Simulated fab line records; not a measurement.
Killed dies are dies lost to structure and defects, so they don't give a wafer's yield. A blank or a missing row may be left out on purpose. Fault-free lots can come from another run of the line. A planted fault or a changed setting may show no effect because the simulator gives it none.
fab line records	flow sky130
record: lots: 7	wafers: 21	lastDay: 50
route steps=708 shown VIA2@521 METAL3@532
lots that met no fault: from a run of the same line without faults
startH: start of the lot's first displayed wafer, in hours after the record's first day	waitH: how many hours have passed since the lot's step before this one	" repeats the value in the row above	L1.1+2: a row that stands for several wafers	- no value, or no start was given	* or withheld: withheld	< > ~ a bound
route shown NAME@n: a module of which the file shows steps, and the number in the route of the first	usual: average and standard deviation across the fault-free wafers	same: alike in all rows	chamber/n: place in a boat	sites: per-site readings	_std_site: the standard deviation of these	_edge_site: inner sites' mean taken away from outer sites' mean	radiusMm: how far each site lies from the wafer's centre	mask NAME#n: copy n	behind: the last tool/chamber to shape the wafer	hold: reason for holding the lot/hours on hold/outcome of the hold	device: names the non-switching transistor (n, p or np)	end of line: the same wafers' tests at the end of the route	for a step that has no rows: nothing shown but its recipe	killed: at the first sort, the dies lost to defects and structure; wafer yield is something else	map: a wafer's dies, marking killed ones x, the rest . and places with no die _
set.NAME: the setting the step ran with; set.NAME@STEP: the setting that earlier step ran with	model.NAME: the simulator's own value behind a step, which no gauge read
lots seen at some steps along the route; tables by step, rows by wafer
services: from which hour (startH, from the record's first day; less than 0 if before it) a tool's chamber was out of use, for how many hours, and why
== steps ==
step: SKY_VIA2_ETCH_14
recipe: chemistry: N2/H2	target: BARC	ionEnergyEv: 200	sourceW: 500	biasW: 100	pressureMtorr: 30	n2FlowSccm: 100	h2FlowSccm: 200	stopOn: SiO2	timeS: 45.9	targetDepthA: 600
usual: drypumpMotorCurrentA: 5.7/0.32	oesProductAu: 0.854/0.0048	throttleValvePct: 13.226/0.0085
lot.wafer	tool	chamber	startH	waitH	drypumpMotorCurrentA	oesProductAu	rfHoursCounterH	throttleValvePct
L896.1	rieDiel-02	1	852.61	0.0	5.5	0.862	6	13.219
L896.4	"	0	"	"	5.7	0.863	23	13.224
L896.5	"	1	"	"	5.5	0.859	-	13.233
L900.2	rieDiel-04	0	882.54	0.0	6.2	0.855	11	13.226
L900.3	"	3	"	"	5.6	0.851	13	13.226
L900.5	"	2	"	"	6.1	0.854	-	13.218
L903.4	rieDiel-01	3	909.31	0.0	5.8	0.857	6	13.250
L903.5	"	2	"	"	5.5	0.853	-	13.248
L903.6	"	1	"	"	5.6	0.854	-	13.224
L915.1	rieDiel-01	2	991.26	0.0	5.6	0.857	6	13.214
L915.2	"	1	"	"	5.6	0.855	22	13.226
L915.5	"	2	"	"	5.5	0.852	-	13.221
L916.1	rieDiel-04	3	1002.34	0.0	5.6	0.848	16	13.212
L916.2	"	1	"	"	5.4	0.846	12	13.232
L916.6	"	2	"	"	6.1	0.851	-	13.225
L917.1	rieDiel-01	2	1006.01	0.0	5.6	0.854	7	13.241
L917.2	"	1	"	"	5.6	0.864	22	13.224
L917.5	"	0	"	"	6.0	0.847	-	13.229
L919.1	rieDiel-04	1	1007.81	0.0	5.4	0.846	12	13.227
L919.4	"	0	"	"	6.2	0.853	13	13.247
L919.6	"	1	"	"	5.4	0.848	-	13.218
step: SKY_VIA2_ETCH_15
recipe: target: SiO2	chemistry: C4F8/O2/Ar	targetDepthNm: 546	stopOn: TiN	maskMaterial: KrF-thick	sourceW: 1500	biasW: 1200	pressureMtorr: 40	c4f8FlowSccm: withheld	O2_flow_sccm: 6	Ar_flow_sccm: 300	timeS: 84
step: SKY_VIA2_STRIP_16
recipe: chemistry: O2/N2	powerW: 1400	pressureMtorr: 1500	platenTempC: withheld	o2FlowSccm: 3000	n2FlowSccm: 300	overashFraction: 0.5
usual: drypumpMotorCurrentA: 5.5/0.32	oesProductAu: 0.399/0.0051	stripTimeToEndpointS: 4.048/0.024
lot.wafer	tool	chamber	startH	waitH	drypumpMotorCurrentA	oesProductAu	rfHoursCounterH	stripTimeToEndpointS
L896.1	plasmaAsher-04	0	852.72	0.0	5.7	0.396	6	4.039
L896.4	"	0	"	"	5.7	0.397	-	4.072
L896.5	"	1	"	"	6.1	0.403	-	4.021
L900.2	plasmaAsher-02	0	882.65	0.0	5.3	0.401	109	4.082
L900.3	"	0	"	"	5.3	0.397	-	4.069
L900.5	"	1	"	"	5.1	0.401	-	4.073
L903.4	plasmaAsher-04	1	909.45	0.1	6.1	0.388	-	4.041
L903.5	"	0	"	"	5.7	0.400	-	4.063
L903.6	"	1	"	"	6.1	0.396	-	4.019
L915.1	plasmaAsher-04	0	991.42	0.1	5.7	0.411	20	4.035
L915.2	"	1	"	"	6.1	0.395	20	4.024
L915.5	"	1	"	"	6.1	0.393	-	4.010
L916.1	plasmaAsher-04	0	1002.45	0.0	5.7	0.394	21	4.031
L916.2	"	1	"	"	6.1	0.395	21	4.061
L916.6	"	0	"	"	5.7	0.403	-	4.003
L917.1	plasmaAsher-02	0	1006.12	0.0	5.3	0.389	120	4.023
L917.2	"	1	"	"	5.1	0.395	120	4.055
L917.5	"	1	"	"	5.1	0.402	-	4.058
L919.1	plasmaAsher-04	1	1007.92	0.0	6.1	0.387	22	4.045
L919.4	"	0	"	"	5.7	0.387	-	4.035
L919.6	"	0	"	"	5.7	0.398	-	4.039
step: SKY_VIA2_STRIP_17
recipe: chemistry: postEtchResidueRemover	timeS: 1200	tempC: 72.5
step: SKY_VIA2_CLEAN_18
recipe: chemistry: IPA	timeS: 180	tempC: 25
step: SKY_VIA2_CLEAN_19
recipe: chemistry: O3/DIW	dry: n2Spin
step: SKY_VIA2_SPUTTER_20
recipe: material: TiN	targetThkNm: 20	chamberPressurePa: 5	powerW: 4000	timeS: 80
usual: cathodeDcPowerW: 4000.1/0.69	chamberPressurePa: 5.000/0.0097	throttleValvePct: 30.0/0.93
lot.wafer	tool	chamber	startH	waitH	cathodeDcPowerW	chamberPressurePa	throttleValvePct
L896.1	pvdSputter-03	-	853.31	0.0	3999.2	5.005	28.8
L896.4	"	-	"	"	4000.3	5.016	30.2
L896.5	"	-	"	"	3998.9	4.999	30.4
L900.2	pvdSputter-04	-	883.24	0.0	3999.6	5.006	30.0
L900.3	"	-	"	"	4000.4	5.006	32.0
L900.5	"	-	"	"	4000.0	5.001	30.1
L903.4	pvdSputter-04	-	910.02	0.0	4000.6	5.011	30.0
L903.5	"	-	"	"	3999.1	5.014	30.1
L903.6	"	-	"	"	4000.4	4.996	32.1
L915.1	pvdSputter-03	-	992.06	0.0	3999.7	5.003	30.2
L915.2	"	-	"	"	4000.2	4.998	29.0
L915.5	"	-	"	"	3999.5	5.007	28.9
L916.1	pvdSputter-02	-	1003.05	0.0	4000.7	5.007	30.5
L916.2	"	-	"	"	4000.3	5.000	29.7
L916.6	"	-	"	"	3999.6	5.015	29.6
L917.1	pvdSputter-04	-	1006.71	0.0	4000.6	4.994	32.2
L917.2	"	-	"	"	4000.4	5.002	28.6
L917.5	"	-	"	"	3999.8	5.005	28.7
L919.1	pvdSputter-02	-	1008.51	0.0	4000.2	4.986	29.5
L919.4	"	-	"	"	3999.7	4.993	29.7
L919.6	"	-	"	"	4000.0	4.998	29.8
step: SKY_VIA2_CVD_21
recipe: material: W	targetThkNm: 420	timeS: 126.4	tempC: 400	pressureTorr: 40
usual: heaterPowerW: 764/44
lot.wafer	tool	chamber	startH	waitH	heaterPowerW
L896.1	cvdW-01	1	853.37	0.0	698
L896.4	"	0	"	"	820
L896.5	"	0	"	"	762
L900.2	cvdW-01	1	883.30	0.0	704
L900.3	"	1	"	"	690
L900.5	"	0	"	"	781
L903.4	cvdW-01	1	910.12	0.1	709
L903.5	"	1	"	"	711
L903.6	"	0	"	"	784
L915.1	cvdW-01	1	992.12	0.0	695
L915.2	"	0	"	"	794
L915.5	"	0	"	"	791
L916.1	cvdW-01	0	1003.11	0.0	794
L916.2	"	1	"	"	717
L916.6	"	1	"	"	720
L917.1	cvdW-02	1	1006.77	0.0	760
L917.2	"	0	"	"	815
L917.5	"	1	"	"	764
L919.1	cvdW-01	1	1008.57	0.0	700
L919.4	"	1	"	"	706
L919.6	"	0	"	"	802
step: SKY_VIA2_RS_MEAS_22
recipe: thkMeasGauge: four-point-probe	reads: W_of_VIA2_CVD_21+TiN_of_VIA2_SPUTTER_20
usual: VIA2_W_RS: 0.272/0.0035
lot.wafer	tool	chamber	startH	waitH	VIA2_W_RS[ohm/sq]
L896.1	filmMetro-02	-	853.50	0.1	0.273
L896.4	"	-	"	"	0.268
L896.5	"	-	"	"	0.270
L900.2	filmMetro-01	-	883.45	0.1	0.270
L900.3	"	-	"	"	0.270
L900.5	"	-	"	"	0.266
L903.4	filmMetro-01	-	910.27	0.1	0.271
L903.5	"	-	"	"	0.270
L903.6	"	-	"	"	0.263
L915.1	filmMetro-01	-	992.25	0.1	0.277
L915.2	"	-	"	"	0.270
L915.5	"	-	"	"	0.271
L916.1	filmMetro-01	-	1003.24	0.1	0.270
L916.2	"	-	"	"	0.277
L916.6	"	-	"	"	0.277
L917.1	filmMetro-03	-	1006.90	0.1	0.267
L917.2	"	-	"	"	0.271
L917.5	"	-	"	"	0.273
L919.1	filmMetro-01	-	1008.70	0.1	0.276
L919.4	"	-	"	"	0.275
L919.6	"	-	"	"	0.273
step: SKY_VIA2_THK_MEAS_23
recipe: thkMeasGauge: xrf	reads: W_of_VIA2_CVD_21
usual: VIA2_W_THK: 428/6.3
lot.wafer	tool	chamber	startH	waitH	VIA2_W_THK[nm]
L896.1	filmMetro-02	-	853.62	0.1	420
L896.4	"	-	"	"	425
L896.5	"	-	"	"	425
L900.2	filmMetro-01	-	883.56	0.1	429
L900.3	"	-	"	"	431
L900.5	"	-	"	"	437
L903.4	filmMetro-01	-	910.36	0.1	434
L903.5	"	-	"	"	435
L903.6	"	-	"	"	442
L915.1	filmMetro-01	-	992.37	0.1	424
L915.2	"	-	"	"	435
L915.5	"	-	"	"	433
L916.1	filmMetro-01	-	1003.36	0.1	432
L916.2	"	-	"	"	421
L916.6	"	-	"	"	425
L917.1	filmMetro-03	-	1007.02	0.1	433
L917.2	"	-	"	"	428
L917.5	"	-	"	"	426
L919.1	filmMetro-01	-	1008.82	0.1	422
L919.4	"	-	"	"	426
L919.6	"	-	"	"	429
step: SKY_VIA2_CMP_24
recipe: stopOn: SiO2	tOverpolishS: 20	downForcePsi: 3.5	platenRpm: 60	targetThkNm: 0	padVelocityMS: 0.94248
step: SKY_METAL3_SPUTTER_00
recipe: material: Ti	targetThkNm: 15	powerW: 3000	timeS: 10	chamberPressurePa: 0.4
step: SKY_METAL3_SPUTTER_01
recipe: material: TiN	targetThkNm: 20	powerW: 6500	timeS: 16.7	chamberPressurePa: 0.4
usual: cathodeDcPowerW: 6500.0/1.1	chamberPressurePa: 0.3999/0.00077	throttleValvePct: 29.9/0.84
lot.wafer	tool	chamber	startH	waitH	cathodeDcPowerW	chamberPressurePa	throttleValvePct
L896.1	pvdSputter-01	-	854.26	0.0	6499.9	0.3996	29.2
L896.4	"	-	"	"	6500.8	0.3996	28.7
L896.5	"	-	"	"	6500.6	0.3999	29.1
L900.2	pvdSputter-02	-	883.94	0.0	6499.0	0.4012	29.6
L900.3	"	-	"	"	6499.4	0.3992	29.9
L900.5	"	-	"	"	6498.9	0.3986	30.5
L903.4	pvdSputter-02	-	910.71	0.0	6500.0	0.3994	30.6
L903.5	"	-	"	"	6501.3	0.3991	29.7
L903.6	"	-	"	"	6501.5	0.4005	30.4
L915.1	pvdSputter-01	-	992.75	0.0	-	-	-
L915.2	"	-	"	"	-	-	-
L915.5	"	-	"	"	-	-	-
L916.1	pvdSputter-01	-	1003.74	0.0	-	-	-
L916.2	"	-	"	"	-	-	-
L916.6	"	-	"	"	-	-	-
L917.1	pvdSputter-01	-	1007.40	0.0	-	-	-
L917.2	"	-	"	"	-	-	-
L917.5	"	-	"	"	-	-	-
L919.1	pvdSputter-02	-	1009.20	0.0	6500.7	0.3995	29.7
L919.4	"	-	"	"	6499.4	0.3990	30.1
L919.6	"	-	"	"	6499.6	0.3997	30.0
step: SKY_METAL3_SPUTTER_02
recipe: material: AlCu	targetThkNm: 735	powerW: 10600	timeS: 39.1	chamberPressurePa: 0.4
usual: cathodeDcPowerW: 10600/1.9	chamberPressurePa: 0.3999/0.00078	throttleValvePct: 29.9/0.85
lot.wafer	tool	chamber	startH	waitH	cathodeDcPowerW	chamberPressurePa	throttleValvePct
L896.1	pvdSputter-01	-	854.29	0.0	10599	0.4000	28.9
L896.4	"	-	"	"	10601	0.4013	28.8
L896.5	"	-	"	"	10599	0.4001	29.0
L900.2	pvdSputter-02	-	883.96	0.0	10601	0.3999	29.7
L900.3	"	-	"	"	10600	0.4015	29.7
L900.5	"	-	"	"	10599	0.4001	30.2
L903.4	pvdSputter-02	-	910.74	0.0	10600	0.3998	30.1
L903.5	"	-	"	"	10600	0.4002	29.4
L903.6	"	-	"	"	10604	0.4000	30.4
L915.1	pvdSputter-01	-	992.78	0.0	10601	0.4012	28.7
L915.2	"	-	"	"	10600	0.3992	28.7
L915.5	"	-	"	"	10603	0.4018	29.3
L916.1	pvdSputter-01	-	1003.77	0.0	10603	0.3989	30.4
L916.2	"	-	"	"	10601	0.4006	29.1
L916.6	"	-	"	"	10601	0.3995	28.9
L917.1	pvdSputter-01	-	1007.43	0.0	10599	0.4005	28.7
L917.2	"	-	"	"	10599	0.4007	29.6
L917.5	"	-	"	"	10602	0.3992	29.5
L919.1	pvdSputter-02	-	1009.23	0.0	10599	0.4005	29.5
L919.4	"	-	"	"	10600	0.3999	30.6
L919.6	"	-	"	"	10600	0.3996	29.4
== services ==
tool	chamber	startH	hours	kind
pvdSputter-02	-	844.33	19.4	repair
pvdSputter-04	-	845.46	28.6	repair
rieDiel-01	-	845.61	15.4	repair
pvdSputter-01	-	850.76	3.4	repair
pvdSputter-04	-	851.05	4.3	repair
rieDiel-04	3	853.60	5.3	repair
pvdSputter-03	-	853.92	0.7	repair
pvdSputter-02	-	854.44	0.8	repair
rieDiel-04	2	859.43	5.2	repair
rieDiel-04	1	862.74	3.2	repair
rieDiel-01	3	891.22	4.3	repair
cvdW-01	1	905.00	2.7	repair
pvdSputter-03	-	905.86	16.3	repair
pvdSputter-03	-	923.71	4.6	repair
rieDiel-04	0	929.67	6.4	repair
pvdSputter-04	-	945.47	49.1	repair
rieDiel-01	3	947.52	70.4	repair
cvdW-01	1	953.36	3.8	repair
rieDiel-04	1	958.76	5.8	repair
pvdSputter-04	-	965.70	6.0	repair
plasmaAsher-04	-	970.87	0.9	repair
rieDiel-01	0	976.53	17.7	repair
cvdW-01	-	982.60	1.0	repair
pvdSputter-01	-	983.36	9.2	repair
== key ==
firstSign: step: SKY_METAL3_SPUTTER_01	reading: toolRecord	direction: missing
effect none on later readings
metAt SKY_METAL3_SPUTTER_01
struckWafers L915.1,L915.2,L915.5,L916.1,L916.2,L916.6,L917.1,L917.2,L917.5
laterRowsLeftOut L915.1,L915.2,L915.5,L916.1,L916.2,L916.6,L917.1,L917.2,L917.5
sortLeftOut L915.1,L915.2,L915.5,L916.1,L916.2,L916.6,L917.1,L917.2,L917.5
onsetBetween 854.26 992.75
fault: kind: skippedStepWhole	tool: pvdSputter-01	chamber: -	onsetH: 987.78	steps: SKY_METAL3_SPUTTER_01	scope: struckLotsOnly
sortLeftOut: the simulated sort isn't trusted on such a fault, so these wafers' sort isn't shown, and their yield isn't known
laterRowsLeftOut: the simulator's readings of these wafers behind a module that went badly wrong aren't trusted and aren't shown, but for the sort
